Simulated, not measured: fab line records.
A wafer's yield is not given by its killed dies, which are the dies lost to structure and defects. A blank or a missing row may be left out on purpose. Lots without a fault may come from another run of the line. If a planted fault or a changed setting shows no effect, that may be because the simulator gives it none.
Matching of chambers | flow gf180mcu | GF_V5_CVD_02 on pecvd-01: 3 sister chambers
The step deposits SiO2 from TEOS, target thk 1450 nm, time 163.28 s. 6 wafers are shown with their chamber, then 12 later ones without.

== EACH WAFER AND ITS CHAMBER ==
wafer  | chamber | heater_power_w (W)
L083.6 | 2       | 621
L085.5 | 1       | 596
L085.6 | 2       | 758
L087.1 | 0       | 701
L087.4 | 1       | 596
L087.5 | 0       | 570

== WAFERS WITH NO CHAMBER GIVEN ==
wafer  | heater_power_w (W)
L089.3 | 746
L089.5 | 710
L089.6 | 602
L092.3 | 797
L092.4 | 630
L092.5 | 689
L094.1 | 690
L094.4 | 572
L094.6 | 596
L095.1 | 635
L095.2 | 684
L095.6 | 710

== EACH ONE'S CHAMBER ==
wafer  | from the rows above          | in truth
L089.3 | can't be placed: 2 or 0 or 1 | 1
L089.5 | can't be placed: 2 or 0 or 1 | 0
L089.6 | can't be placed: 1 or 0 or 2 | 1
L092.3 | can't be placed: 2 or 0 or 1 | 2
L092.4 | can't be placed: 0 or 1 or 2 | 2
L092.5 | can't be placed: 2 or 0 or 1 | 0
L094.1 | can't be placed: 2 or 0 or 1 | 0
L094.4 | can't be placed: 1 or 0 or 2 | 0
L094.6 | can't be placed: 1 or 0 or 2 | 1
L095.1 | can't be placed: 0 or 1 or 2 | 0
L095.2 | can't be placed: 2 or 0 or 1 | 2
L095.6 | can't be placed: 2 or 0 or 1 | 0
Placed correctly: 0 of 12. From these rows, 12 cannot be placed; in 12 the true chamber is one of the candidates. 0 placed wrongly.
How it was worked out, from the rows above alone: a wafer's distance from a chamber is the root of the sum, over the readings, of the square of ((its reading less the chamber's mean) divided by the reading's scatter). If the next closest chamber is less than 2 further off than the closest, the wafer can't be placed; otherwise it belongs to the closest. For every chamber, the mean is computed from those of its wafers that are shown. How the scatter is found: for the shown wafers, subtract from each reading the mean of its chamber, square and add these, divide the total by (wafers less chambers), then take the root.
